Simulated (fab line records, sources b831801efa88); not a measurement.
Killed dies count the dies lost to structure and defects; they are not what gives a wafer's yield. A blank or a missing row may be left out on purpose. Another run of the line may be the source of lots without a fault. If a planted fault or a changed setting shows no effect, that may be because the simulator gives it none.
The tool behind it: which one? | flow gf180mcu | 38 wafers from 13 lots sampled at 4 of the route's 602 steps

## WHAT THE GAUGES READ, wafer by wafer
GF_STI_THK_MEAS_24.
lot  | measured    | on            | STI_CVD_23_THK (nm)
L512 | day 2 03:34 | film metro-02 | 665 655 670
L514 | day 2 15:10 | film metro-04 | 647 651 652
L516 | day 3 01:08 | film metro-04 | 645 659 645
L517 | day 3 04:47 | film metro-02 | 644 657 644
L518 | day 3 10:22 | film metro-02 | 640 644 657
L519 | day 3 15:31 | film metro-04 | 647 665 642
L520 | day 3 22:23 | film metro-02 | 650 642 641
L521 | day 4 08:04 | film metro-03 | 642 646 651
L522 | day 4 08:09 | film metro-02 | 653 863
L525 | day 5 03:49 | film metro-04 | 868 658 648
L531 | day 6 05:16 | film metro-04 | 668 647 662
L534 | day 6 22:22 | film metro-03 | 652 657 667
L535 | day 7 02:04 | film metro-02 | 643 656 650

GF_POLY_GATE_OVL_MEAS_11.
lot  | measured     | on         | POLY_GATE_OVL (nm)
L512 | day 9 01:53  | overlay-02 | 4 -2 5
L514 | day 9 17:41  | overlay-01 | 3 5 -2
L516 | day 10 08:42 | overlay-01 | -4 -15 -6
L517 | day 10 14:04 | overlay-02 | -16 -14 -14
L518 | day 10 23:23 | overlay-01 | -1 -3 -4
L519 | day 11 03:20 | overlay-02 | -10 -6 0
L520 | day 11 21:53 | overlay-02 | 5 2 11
L521 | day 12 12:32 | overlay-02 | 3 0 3
L522 | day 12 17:08 | overlay-02 | 6 13
L525 | day 13 11:32 | overlay-01 | -11 -10 -5
L531 | day 14 20:25 | overlay-02 | 5 8 4
L534 | day 15 22:29 | overlay-02 | 2 7 4
L535 | day 16 04:33 | overlay-01 | -7 -6 -4

## WHAT TOOL EACH LOT RAN ON (gives the tool, then ch and the chambers of the sampled wafers, and finally the start)
lot  | GF_STI_CVD_23                   | GF_STI_CMP_25
L512 | hdpcvd-01 ch 0,1, day 2 03:28   | cmp-02 ch 0,1, day 2 03:37
L514 | hdpcvd-02 ch 0,1,2, day 2 15:05 | cmp-01 ch 0,2, day 2 15:13
L516 | hdpcvd-01 ch 0,1, day 3 01:03   | cmp-01 ch 0,1,3, day 3 01:11
L517 | hdpcvd-02 ch 1,2, day 3 04:42   | cmp-01 ch 0,2,3, day 3 05:10
L518 | hdpcvd-02 ch 0,1,2, day 3 10:16 | cmp-01 ch 0,2,3, day 3 10:28
L519 | hdpcvd-01 ch 0,1,2, day 3 15:27 | cmp-02 ch 0,2,3, day 3 15:42
L520 | hdpcvd-02 ch 0,1,2, day 3 22:18 | cmp-01 ch 1,3, day 3 22:26
L521 | hdpcvd-01 ch 1,2, day 4 07:58   | cmp-01 ch 0,3, day 4 08:11
L522 | hdpcvd-02 ch 0,2, day 4 08:00   | cmp-02 ch 1,3, day 4 08:20
L525 | hdpcvd-02 ch 0,1,2, day 5 03:44 | cmp-01 ch 0,1, day 5 03:52
L531 | hdpcvd-01 ch 0,1, day 6 05:11   | cmp-02 ch 0,2, day 6 05:23
L534 | hdpcvd-01 ch 0,2, day 6 22:17   | cmp-01 ch 0,3, day 6 22:28
L535 | hdpcvd-01 ch 0,2, day 7 01:58   | cmp-01 ch 0,1,2, day 7 02:16
- GF_STI_CVD_23: deposits SiO2, target thk 650 nm, time 108.3 s.
- GF_STI_CMP_25: polishes, stops on Si3N4, t overpolish 33 s, target thk 524.6 nm.

## AS READ BY THE TOOLS THEMSELVES (means over the sampled wafers that have a number; for cases with no such wafer, the mark the record gives instead)
GF_STI_CMP_25.
lot  | tool   | motor current A (A) | platen rpm (rpm) | time to endpoint s (s)
L512 | cmp-02 | 10.2                | 60.00            | 130
L514 | cmp-01 | 11.7                | 60.01            | 118
L516 | cmp-01 | 12.6                | 59.97            | 122
L517 | cmp-01 | 12.2                | 59.98            | 122
L518 | cmp-01 | 11.6                | 60.02            | 123
L519 | cmp-02 | 11.1                | 59.98            | 124
L520 | cmp-01 | 12.6                | 60.05            | 121
L521 | cmp-01 | 12.7                | 60.01            | 129
L522 | cmp-02 | 10.9                | 60.00            | 148
L525 | cmp-01 | 12.6                | 60.04            | 133
L531 | cmp-02 | 11.0                | 60.00            | 130
L534 | cmp-01 | 12.4                | 59.97            | 125
L535 | cmp-01 | 12.5                | 59.99            | 124

## THE ANSWER, worked out from the rows above alone
Rule: the usual values come from the lots themselves. Put in order of their means at a reading, lots are off if they are a third of the lots or fewer, leave a main group of 4 or more, and stand apart from it by a gap of 3 or more times the standard deviation of the main group's means; of several such gaps the widest counts. The tables above print the reading to a certain number of digits; a main group whose means all agree to those digits is not used. A lot without any number at a reading at which 4 lots or more have one is off too. Where the step has rows for the other lots, those lots are counted as sound. First the gauges in route order, then the tools' own readings, where a lot's mean is used as printed above. At the first step where some lot is off, the reading lying furthest off is the one used; lots without a number count as furthest.
Off: L522, L525, at GF_STI_THK_MEAS_24 (STI_CVD_23_THK). Main group: mean 652 nm, sd 5.8.
If a tool, at a process step before that reading, ran all the lots that are off and no sound lot after the first of them, it fits. The gauges at GF_STI_THK_MEAS_24 are tried like those tools. One fits: hdpcvd-02 at GF_STI_CVD_23. A fault onset in the window from L520 (day 3 22:18, its last sound lot) to L522 (day 4 08:00, its first lot off) fits.

## WHAT THE SIMULATOR HAD INSERTED
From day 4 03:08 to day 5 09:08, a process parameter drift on hdpcvd-02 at GF_STI_CVD_23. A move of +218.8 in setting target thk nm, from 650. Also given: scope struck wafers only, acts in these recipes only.
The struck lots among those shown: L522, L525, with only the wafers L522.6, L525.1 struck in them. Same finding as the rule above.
